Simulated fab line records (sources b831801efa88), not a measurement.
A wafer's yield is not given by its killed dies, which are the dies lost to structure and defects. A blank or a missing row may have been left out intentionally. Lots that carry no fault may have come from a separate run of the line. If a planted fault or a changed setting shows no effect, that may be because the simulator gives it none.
Problem report, 8D (eight disciplines) form, completed by code	flow gf180mcu	the parts of the form that need people (team, actions taken, sign-off) are left out

== 1. WHAT WENT WRONG ==
POLY_GATE_OVL at GF_POLY_GATE_OVL_MEAS_11 reads a mean of 94 nm on 9 wafers of 3 lots; wafers without a fault read 3 nm with a standard deviation of 4.8. That is +19 standard deviations from the usual mean.
Seen first at day 12 06:46 on overlay-02, wafer L747.1. The record holds 21 wafers of 7 lots with a number at this step. Rule for "out", or "out of limits": more than 4 standard deviations from the usual mean. Any other wafer with a number is counted as sound.

== 2. WHAT IT IS, AND WHAT IT ISN'T ==
question	is	is not
which readings at this step	POLY_GATE_OVL	-
which lots	L747, L750, L751	L739, L741, L752, L756
which wafers of those lots	all that have a number	-
read on which gauges	overlay-01, overlay-02	-
when	from day 12 06:46	up to then (6 sound wafers); but 6 sound wafers of L752, L756 came after

== 3. SUSPECTS, AND WHAT RULES EACH OUT ==
Counting: a tool at a process step up to the reading stays a suspect if it ran every lot that is out and no sound lot after the first of them.
- the gauge at GF_POLY_GATE_OVL_MEAS_11: ruled out. Those wafers that are out were read across 2 gauges (overlay-01, overlay-02).
- krfScanner-02 at GF_POLY_GATE_EXPOSE_07 (exposes mask Poly2, target cd 280 nm): kept. It processed each lot that is out, first L747 at day 11 20:42, and no sound lot thereafter; up to then, the last sound lot it processed was L741 at day 10 00:56.
After counting, what remains is krfScanner-02 at GF_POLY_GATE_EXPOSE_07.

== 4. THE CAUSE (what the simulator had put in) ==
Scanner matching overlay: krfScanner-02, from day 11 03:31 on, at GF_POLY_GATE_EXPOSE_07. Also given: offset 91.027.
Counting left only this tool.

== 5. THE CHAIN OF EFFECTS, in route order ==
Each row: a reading where the mean over the struck wafers with a number is more than 3 standard deviations away from the usual. Only readings whose record carries a usual standard deviation are examined. hours: median over the lots of the time between each lot's start at the first step of this table that gives one and its start at this step. sigmas: the change, counted in usual standard deviations.
hours	step	reading	usual	on struck wafers	change	sigmas
0	GF_POLY_GATE_OVL_MEAS_11	POLY_GATE_OVL	3 nm	94	+91	+19

== 6. HOW IT WOULD HAVE BEEN CAUGHT EARLIER ==
27 hours passed between the start of the fault at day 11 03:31 and the first reading out of limits at a measuring or inspecting step in this record, taken at day 12 06:46.
Tool readings at GF_POLY_GATE_EXPOSE_07 with a usual standard deviation given in the record: none out on any struck wafer, hence no alarm at a limit of 4 standard deviations on them.
L750, L751, from the lots that are out (3), started GF_POLY_GATE_EXPOSE_07 on krfScanner-02 later than day 12 06:46. A hold on the tool at that time would have spared those 2.
